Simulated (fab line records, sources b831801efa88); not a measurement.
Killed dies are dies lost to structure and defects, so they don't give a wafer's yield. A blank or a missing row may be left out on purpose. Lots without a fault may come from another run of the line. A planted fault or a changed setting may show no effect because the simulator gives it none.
A struck lot beside a sound one | flow gf180mcu | 15 steps out of a route of 602
Sound: wafers L137.3, L137.4, L137.5. Struck: wafers L132.1, L132.2, L132.5. The cause comes at the end.
At each step with rows: each side's tool, then ch and its chambers, then its first start. Under that, the readings that differ: sound wafers | struck wafers | difference of the means | sigmas: that difference in standard deviations of wafers without a fault.
alike: readings whose means differ by less than 2 such deviations, and words and numbers that are the same on both sides. not compared: withheld readings, readings that some wafer has no value for, bounds like >300 that may hide the same value, and numbers for which the record gives no deviation and whose values overlap.
The two part at a step that has a row with sigmas, a row that says differs or no value, or rows on one side only. Numbers that don't overlap but have no deviation are shown without sigmas and don't part them. A reading that every wafer of one side lacks parts them only if that side has two wafers or more.

GF_STI_CMP_25: polishes, stops on Si3N4, t overpolish 33 s, target thk 524.6 nm.
  sound on cmp-02 ch 1,3, day 6 09:34; struck on cmp-01 ch 0,1, day 5 10:23
  alike: motor_current_A, overpolish_run_s, time_to_endpoint_s
then, 4 steps without rows for these wafers: GF_STI_WET_ETCH_26 (etches SiO2 in dHF, target depth 94 nm, time 188 s); GF_STI_WET_ETCH_27 (etches Si3N4 in H3PO4, target depth 160 nm, time 1825 s); GF_STI_WET_ETCH_28 (etches SiO2 in dHF, target depth 20 nm, time 40 s); GF_STI_OXIDATION_29 (stabilise 600 s, purge 300 s, target thk 10 nm).
GF_STI_THK_MEAS_30:
  sound on film_metro-03, day 6 11:52; struck on film_metro-03, day 5 12:40
  alike: STI_OXIDATION_02_THK
then, 6 steps without rows for these wafers: GF_DNWELL_DEHYDRATE_00 (time 60 s); GF_DNWELL_HMDS_01 (prime time 60 s); GF_DNWELL_COAT_02 (resist thk 3000 nm); GF_DNWELL_SOFTBAKE_03; GF_DNWELL_EXPOSE_04 (exposes mask DNWELL, target cd 1700 nm); GF_DNWELL_PEB_05.
GF_DNWELL_DEVELOP_06: develop time 60 s.
  sound on litho_track-04 ch 0, day 7 03:00; struck on litho_track-03 ch 0, day 6 03:00
  reading              | sound             | struck            | difference | sigmas
  developer_temp_C (C) | 22.94 22.81 23.02 | 22.01 22.05 21.94 | -0.92      | -9
then, 1 step without rows for these wafers: GF_DNWELL_IMPLANT_07.
GF_PASSIVATION_PROBE_99:
  the record has rows for the sound wafers here (prober-01, day 34 06:59) and none for the struck ones

WHERE THEY PART
First at GF_DNWELL_DEVELOP_06; last, within this record, at GF_PASSIVATION_PROBE_99.

WHY: what the simulator had put in
Process parameter drift: litho_track-03, from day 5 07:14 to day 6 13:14, at GF_DNWELL_DEVELOP_06. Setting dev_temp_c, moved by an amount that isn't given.
